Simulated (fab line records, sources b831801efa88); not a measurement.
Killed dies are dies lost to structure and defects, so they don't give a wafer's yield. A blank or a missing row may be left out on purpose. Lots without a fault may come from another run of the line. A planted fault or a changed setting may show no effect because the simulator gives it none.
Which tool did it? | flow gf180mcu | 12 lots, 36 wafers sampled, at 2 steps of a route of 602

WHAT THE GAUGES READ, wafer by wafer
GF_HV_LDD_TW_MEAS_50.
lot  | measured     | on            | HV_LDD_4_TW
L075 | day 12 19:15 | film_metro-03 | 565 563 565
L077 | day 13 09:13 | film_metro-04 | 581 577 578
L079 | day 14 08:37 | film_metro-03 | 571 568 569
L081 | day 14 20:41 | film_metro-04 | 583 580 580
L083 | day 15 07:10 | film_metro-02 | 565 565 563
L085 | day 16 00:37 | film_metro-03 | 569 570 570
L087 | day 16 17:40 | film_metro-02 | 561 562 560
L089 | day 17 08:16 | film_metro-03 | 569 568 569
L091 | day 17 23:52 | film_metro-03 | 567 569 568
L093 | day 18 17:13 | film_metro-04 | 578 578 580
L095 | day 19 09:33 | film_metro-02 | 563 561 564
L097 | day 20 03:27 | film_metro-03 | 572 573 570

WHICH TOOL RAN EACH LOT (tool, then ch and the chambers of the sampled wafers, then the start)
lot  | GF_STI_CMP_25
L075 | cmp-02 ch 2,3, day 2 09:45
L077 | cmp-02 ch 0,2,3, day 2 18:29
L079 | cmp-01 ch 0,3, day 3 06:05
L081 | cmp-01 ch 0,3, day 3 18:32
L083 | cmp-01 ch 0,1,2, day 4 01:11
L085 | cmp-01 ch 0,1, day 4 13:34
L087 | cmp-02 ch 1,2,3, day 4 23:32
L089 | cmp-01 ch 0,2,3, day 5 08:19
L091 | cmp-02 ch 1,2,3, day 5 19:10
L093 | cmp-01 ch 0,1,2, day 6 05:39
L095 | cmp-01 ch 0,1, day 6 16:10
L097 | cmp-02 ch 0,1,2, day 7 03:50
- GF_STI_CMP_25: polishes, stops on Si3N4, t overpolish 33 s, target thk 524.6 nm.

THE ANSWER, worked out from the rows above alone
Rule: what is usual is taken from the lots themselves. Put in order of their means at a reading, lots are off if they are a third of the lots or fewer, leave a main group of 4 or more, and stand apart from it by a gap of 3 or more times the standard deviation of the main group's means; of several such gaps the widest counts. A main group whose means are all the same, to the digits that the tables above print for the reading, isn't used. A lot without any number at a reading at which 4 lots or more have one is off too. The other lots that the step has rows for count as sound.
No lot is off at any reading shown: from this, nothing can be told.

WHAT THE SIMULATOR HAD PUT IN
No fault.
